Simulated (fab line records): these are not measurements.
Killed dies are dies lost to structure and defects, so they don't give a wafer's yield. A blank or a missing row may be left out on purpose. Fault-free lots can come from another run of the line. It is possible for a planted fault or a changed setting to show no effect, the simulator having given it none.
fab line records | flow sky130 | part 2 of 2: steps 28 to 37 of 37
record: lots: 5 | wafers: 15 | last_day: 46
route steps=708 shown METAL1@455 VIA1@458 METAL2@483
lots untouched by any fault: they come from a run of this same line in which no faults occurred
start_h: the number of hours between the record's first day and the start of the first shown wafer of the lot | wait_h: hours since the lot's step before | " same as the row above | L1.1+2: a row that stands for several wafers | - no value present, or no start provided | * or withheld: withheld | < > ~ a bound
route shown NAME@n: NAME is a module with steps in the file, n the number in the route of the first one | usual: the fault-free wafers' mean and standard deviation | same: alike in all rows | chamber/n: place in a boat | sites: each site's reading | _std_site: how widely they spread, as a standard deviation | _edge_site: the outer-site mean with the inner-site mean subtracted | radius_mm: how far each site lies from the wafer's centre | mask NAME#n: copy n | behind: the most recent tool/chamber to have shaped the wafer | hold: cause of the lot's hold/its duration in hours/its outcome | device: whichever transistor did not switch (one of n, p or np) | end of line: the same wafers' tests at the end of the route | a step given without rows: its recipe and nothing more | killed: dies that structure and defects cost at the first sort, which is not the same as the wafer's yield | map: a wafer's dies, marking killed ones x, the rest . and places with no die _
set.NAME: setting as actually run; set.NAME@STEP: the setting as run at that earlier step | model.NAME: the simulator's own value behind a step, which no gauge read
lots at some steps of the route; a table a step, a row a wafer
services: a tool's chamber out of use, with start hour (start_h, from the record's first day; less than 0 if before it), hours out, and reason
== steps ==
step: SKY_VIA1_CMP_24
recipe: stop_on: SiO2 | t_overpolish_s: 15 | down_force_psi: 3.5 | platen_rpm: 60 | target_thk_nm: 0 | pad_velocity_m_s: 0.94248
usual: motor_current_A: 10.8/0.91 | overpolish_run_s: 15.000/0.0093 | time_to_endpoint_s: 64.5/2.8
same: t_overpolish_s: 15
lot.wafer | tool   | chamber | start_h | wait_h | motor_current_A | overpolish_run_s | time_to_endpoint_s
L079.2    | cmp-01 | 3       | 770.91  | 0.1    | 11.4            | 15.006           | 60.1
L079.3    | "      | 0       | "       | "      | 9.6             | 15.010           | 62.6
L079.6    | "      | 2       | "       | "      | 10.4            | 14.997           | 63.0
L081.3    | cmp-02 | 1       | 782.95  | 0.0    | 10.4            | 14.988           | 69.0
L081.1    | "      | 2       | "       | "      | 12.3            | 14.997           | 64.2
L081.5    | "      | 1       | "       | "      | 9.8             | 14.994           | 70.2
L082.1    | cmp-02 | 2       | 791.28  | 0.1    | 12.2            | 14.991           | 64.7
L082.6    | "      | 1       | "       | "      | 9.8             | 15.004           | 66.2
L082.5    | "      | 2       | "       | "      | 11.9            | 14.991           | 66.7
L086.1    | cmp-02 | 2       | 810.61  | 0.1    | 12.0            | 14.992           | 61.8
L086.3    | "      | 0       | "       | "      | 11.3            | 15.004           | 59.9
L086.6    | "      | 3       | "       | "      | 11.2            | 15.003           | 59.8
L087.2    | cmp-02 | 3       | 819.09  | 0.2    | 10.7            | 14.987           | 62.4
L087.6    | "      | 0       | "       | "      | 10.5            | 15.014           | 62.1
L087.5    | "      | 1       | "       | "      | 9.6             | 15.004           | 66.3
step: SKY_METAL2_SPUTTER_00
recipe: material: Ti | target_thk_nm: 15 | power_w: 3000 | time_s: 10 | chamber_pressure_pa: 0.4
usual: throttle_valve_pct: 29.4/0.73
same: time_s: 10
lot.wafer | tool           | chamber | start_h | wait_h | throttle_valve_pct
L079.2    | pvd_sputter-03 | -       | 771.11  | 0.1    | 28.8
L079.3    | "              | -       | "       | "      | 28.3
L079.6    | "              | -       | "       | "      | 30.1
L081.1    | pvd_sputter-03 | -       | 783.25  | 0.2    | 29.2
L081.3    | "              | -       | "       | "      | 30.0
L081.5    | "              | -       | "       | "      | 30.0
L082.1    | pvd_sputter-03 | -       | 791.53  | 0.2    | 29.4
L082.5    | "              | -       | "       | "      | 30.1
L082.6    | "              | -       | "       | "      | 28.7
L086.1    | pvd_sputter-02 | -       | 810.91  | 0.2    | 30.0
L086.3    | "              | -       | "       | "      | 28.9
L086.6    | "              | -       | "       | "      | 30.1
L087.2    | pvd_sputter-02 | -       | 819.24  | 0.1    | 30.0
L087.5    | "              | -       | "       | "      | 28.9
L087.6    | "              | -       | "       | "      | 29.8
step: SKY_METAL2_SPUTTER_01
recipe: material: TiN | target_thk_nm: 20 | power_w: 6500 | time_s: 16.7 | chamber_pressure_pa: 0.4
usual: throttle_valve_pct: 29.5/0.74
same: time_s: 16.7
lot.wafer | tool           | chamber | start_h | wait_h | throttle_valve_pct
L079.2    | pvd_sputter-03 | -       | 771.13  | 0.0    | 28.4
L079.3    | "              | -       | "       | "      | 28.6
L079.6    | "              | -       | "       | "      | 30.0
L081.1    | pvd_sputter-03 | -       | 783.27  | 0.0    | 29.1
L081.3    | "              | -       | "       | "      | 30.1
L081.5    | "              | -       | "       | "      | 30.0
L082.1    | pvd_sputter-03 | -       | 791.55  | 0.0    | 29.1
L082.5    | "              | -       | "       | "      | 30.3
L082.6    | "              | -       | "       | "      | 28.5
L086.1    | pvd_sputter-02 | -       | 810.93  | 0.0    | 29.6
L086.3    | "              | -       | "       | "      | 29.0
L086.6    | "              | -       | "       | "      | 30.1
L087.2    | pvd_sputter-02 | -       | 819.26  | 0.0    | 30.3
L087.5    | "              | -       | "       | "      | 29.0
L087.6    | "              | -       | "       | "      | 29.8
step: SKY_METAL2_SPUTTER_02
recipe: material: AlCu | target_thk_nm: 250 | power_w: 10600 | time_s: 13.3 | chamber_pressure_pa: 0.4
usual: throttle_valve_pct: 29.5/0.73
same: time_s: 13.3
lot.wafer | tool           | chamber | start_h | wait_h | throttle_valve_pct
L079.2    | pvd_sputter-03 | -       | 771.15  | 0.0    | 29.0
L079.3    | "              | -       | "       | "      | 28.4
L079.6    | "              | -       | "       | "      | 30.1
L081.1    | pvd_sputter-03 | -       | 783.29  | 0.0    | 28.8
L081.3    | "              | -       | "       | "      | 30.0
L081.5    | "              | -       | "       | "      | 30.0
L082.1    | pvd_sputter-03 | -       | 791.58  | 0.0    | 29.1
L082.5    | "              | -       | "       | "      | 30.1
L082.6    | "              | -       | "       | "      | 28.5
L086.1    | pvd_sputter-02 | -       | 810.95  | 0.0    | 29.7
L086.3    | "              | -       | "       | "      | 29.1
L086.6    | "              | -       | "       | "      | 30.2
L087.2    | pvd_sputter-02 | -       | 819.29  | 0.0    | 29.8
L087.5    | "              | -       | "       | "      | 29.1
L087.6    | "              | -       | "       | "      | 29.8
step: SKY_METAL2_SPUTTER_03
recipe: material: Ti | target_thk_nm: 5 | power_w: 3000 | time_s: 3.3 | chamber_pressure_pa: 0.4
usual: throttle_valve_pct: 29.4/0.73
same: time_s: 3.3
lot.wafer | tool           | chamber | start_h | wait_h | throttle_valve_pct
L079.2    | pvd_sputter-03 | -       | 771.18  | 0.0    | 28.7
L079.3    | "              | -       | "       | "      | 28.5
L079.6    | "              | -       | "       | "      | 29.8
L081.1    | pvd_sputter-03 | -       | 783.32  | 0.0    | 29.3
L081.3    | "              | -       | "       | "      | 29.8
L081.5    | "              | -       | "       | "      | 30.1
L082.1    | pvd_sputter-03 | -       | 791.60  | 0.0    | 29.0
L082.5    | "              | -       | "       | "      | 30.1
L082.6    | "              | -       | "       | "      | 28.3
L086.1    | pvd_sputter-02 | -       | 810.98  | 0.0    | 29.9
L086.3    | "              | -       | "       | "      | 29.0
L086.6    | "              | -       | "       | "      | 30.0
L087.2    | pvd_sputter-02 | -       | 819.31  | 0.0    | 29.9
L087.5    | "              | -       | "       | "      | 28.7
L087.6    | "              | -       | "       | "      | 29.8
step: SKY_METAL2_SPUTTER_04
recipe: material: TiN | target_thk_nm: 70 | power_w: 6500 | time_s: 58.3 | chamber_pressure_pa: 0.4
usual: throttle_valve_pct: 29.4/0.73
same: time_s: 58.3
lot.wafer | tool           | chamber | start_h | wait_h | throttle_valve_pct
L079.2    | pvd_sputter-03 | -       | 771.20  | 0.0    | 28.6
L079.3    | "              | -       | "       | "      | 28.7
L079.6    | "              | -       | "       | "      | 30.1
L081.1    | pvd_sputter-03 | -       | 783.34  | 0.0    | 29.2
L081.3    | "              | -       | "       | "      | 30.0
L081.5    | "              | -       | "       | "      | 30.1
L082.1    | pvd_sputter-03 | -       | 791.62  | 0.0    | 29.2
L082.5    | "              | -       | "       | "      | 29.9
L082.6    | "              | -       | "       | "      | 28.7
L086.1    | pvd_sputter-02 | -       | 811.00  | 0.0    | 30.0
L086.3    | "              | -       | "       | "      | 28.7
L086.6    | "              | -       | "       | "      | 30.0
L087.2    | pvd_sputter-02 | -       | 819.33  | 0.0    | 29.8
L087.5    | "              | -       | "       | "      | 29.0
L087.6    | "              | -       | "       | "      | 29.6
step: SKY_METAL2_RS_MEAS_05
recipe: thk_meas_gauge: four-point-probe | reads: TiN_of_METAL2_SPUTTER_04+Ti_of_METAL2_SPUTTER_03+AlCu_of_METAL2_SPUTTER_02+TiN_of_METAL2_SPUTTER_01+Ti_of_METAL2_SPUTTER_00
usual: METAL2_ALCU_RS: 0.1272/0.0013
lot.wafer | tool          | chamber | start_h | wait_h | METAL2_ALCU_RS[ohm/sq]
L079.2    | film_metro-02 | -       | 771.27  | 0.0    | 0.1282
L079.3    | "             | -       | "       | "      | 0.1293
L079.6    | "             | -       | "       | "      | 0.1276
L081.1    | film_metro-04 | -       | 783.39  | 0.0    | 0.1255
L081.3    | "             | -       | "       | "      | 0.1266
L081.5    | "             | -       | "       | "      | 0.1256
L082.1    | film_metro-02 | -       | 791.67  | 0.0    | 0.1260
L082.5    | "             | -       | "       | "      | 0.1261
L082.6    | "             | -       | "       | "      | 0.1290
L086.1    | film_metro-02 | -       | 811.05  | 0.0    | 0.1261
L086.3    | "             | -       | "       | "      | 0.1260
L086.6    | "             | -       | "       | "      | 0.1265
L087.2    | film_metro-03 | -       | 819.40  | 0.0    | 0.1275
L087.5    | "             | -       | "       | "      | 0.1275
L087.6    | "             | -       | "       | "      | 0.1281
step: SKY_METAL2_THK_MEAS_06
recipe: thk_meas_gauge: xrf | reads: AlCu_of_METAL2_SPUTTER_02
usual: METAL2_ALCU_THK: 245.3/2.9
lot.wafer | tool          | chamber | start_h | wait_h | METAL2_ALCU_THK[nm]
L079.2    | film_metro-02 | -       | 771.38  | 0.1    | 244.9
L079.3    | "             | -       | "       | "      | 240.5
L079.6    | "             | -       | "       | "      | 244.4
L081.1    | film_metro-04 | -       | 783.51  | 0.1    | 249.0
L081.3    | "             | -       | "       | "      | 246.4
L081.5    | "             | -       | "       | "      | 248.3
L082.1    | film_metro-02 | -       | 791.79  | 0.1    | 246.6
L082.5    | "             | -       | "       | "      | 247.2
L082.6    | "             | -       | "       | "      | 242.2
L086.1    | film_metro-02 | -       | 811.17  | 0.1    | 248.2
L086.3    | "             | -       | "       | "      | 247.2
L086.6    | "             | -       | "       | "      | 246.1
L087.2    | film_metro-03 | -       | 819.51  | 0.1    | 245.6
L087.5    | "             | -       | "       | "      | 245.8
L087.6    | "             | -       | "       | "      | 241.2
step: SKY_METAL2_DEHYDRATE_07
recipe: temp_c: 200 | time_s: 60
usual: resist_line_temp_C: 23.00/0.11
same: time_s: 60
lot.wafer | tool           | chamber | start_h | wait_h | resist_line_temp_C
L079.2    | litho_track-01 | 0       | 783.74  | 12.4   | 22.98
L079.3    | "              | 0       | "       | "      | 22.99
L079.6    | "              | 0       | "       | "      | 23.19
L081.1    | litho_track-01 | 0       | 796.46  | 12.9   | 22.91
L081.3    | "              | 0       | "       | "      | 22.86
L081.5    | "              | 0       | "       | "      | 22.84
L082.1    | litho_track-01 | 0       | 804.66  | 12.9   | 22.79
L082.5    | "              | 0       | "       | "      | 22.76
L082.6    | "              | 0       | "       | "      | 22.82
L086.1    | litho_track-02 | 0       | 824.29  | 13.1   | 22.79
L086.3    | "              | 0       | "       | "      | 23.03
L086.6    | "              | 0       | "       | "      | 23.00
L087.2    | litho_track-02 | 0       | 832.06  | 12.5   | 23.07
L087.5    | "              | 0       | "       | "      | 23.01
L087.6    | "              | 0       | "       | "      | 23.08
step: SKY_METAL2_HMDS_08
recipe: prime_time_s: 60 | prime_temp_c: 120
usual: resist_line_temp_C: 22.98/0.096
lot.wafer | tool           | chamber | start_h | wait_h | resist_line_temp_C
L079.2    | litho_track-01 | 0       | 783.89  | 0.1    | 23.06
L079.3    | "              | 0       | "       | "      | 23.02
L079.6    | "              | 0       | "       | "      | 22.82
L081.1    | litho_track-01 | 0       | 796.61  | 0.1    | 23.10
L081.3    | "              | 0       | "       | "      | 23.10
L081.5    | "              | 0       | "       | "      | 23.08
L082.1    | litho_track-01 | 0       | 804.81  | 0.1    | 22.92
L082.5    | "              | 0       | "       | "      | 23.00
L082.6    | "              | 0       | "       | "      | 23.03
L086.1    | litho_track-02 | 0       | 824.44  | 0.1    | 23.01
L086.3    | "              | 0       | "       | "      | 22.95
L086.6    | "              | 0       | "       | "      | 22.87
L087.2    | litho_track-02 | 0       | 832.21  | 0.1    | 22.95
L087.5    | "              | 0       | "       | "      | 22.90
L087.6    | "              | 0       | "       | "      | 23.02
== services ==
tool            | chamber | start_h | hours | kind
cmp-01          | -       | 720.80  | 1.0   | repair
plasma_asher-02 | -       | 730.37  | 2.8   | pm
hdpcvd-01       | -       | 730.45  | 5.5   | pm
hdpcvd-01       | -       | 735.91  | 4.3   | pm
krf_scanner-02  | -       | 740.10  | 0.8   | pm
pvd_sputter-02  | 1       | 742.75  | -     | consumable_replace:kit
pvd_sputter-02  | 1       | 742.75  | 18.0  | scheduled_down
pvd_sputter-02  | 1       | 742.75  | 18.0  | vent_cycle
pvd_sputter-03  | -       | 743.35  | 4.5   | repair
cmp-02          | -       | 744.11  | 4.0   | pm
cmp-02          | -       | 748.11  | -     | consumable_replace:conditioner
krf_scanner-01  | -       | 759.86  | 3.6   | pm
wet_bench-01    | -       | 765.15  | 33.7  | repair
pvd_sputter-01  | -       | 766.60  | 15.7  | repair
krf_scanner-01  | -       | 779.30  | 0.8   | pm
krf_scanner-02  | -       | 781.32  | 1.0   | pm
litho_track-01  | -       | 785.16  | -     | consumable_replace:filter
krf_scanner-01  | -       | 793.68  | 1.3   | pm
krf_scanner-02  | -       | 794.07  | 0.9   | repair
hdpcvd-01       | -       | 803.60  | 0.8   | repair
cmp-01          | -       | 814.82  | 1.0   | repair
cvd_w-01        | -       | 820.61  | 0.6   | repair
krf_scanner-01  | -       | 828.12  | 4.0   | pm
rie_diel-04     | 2       | 831.35  | 3.2   | repair
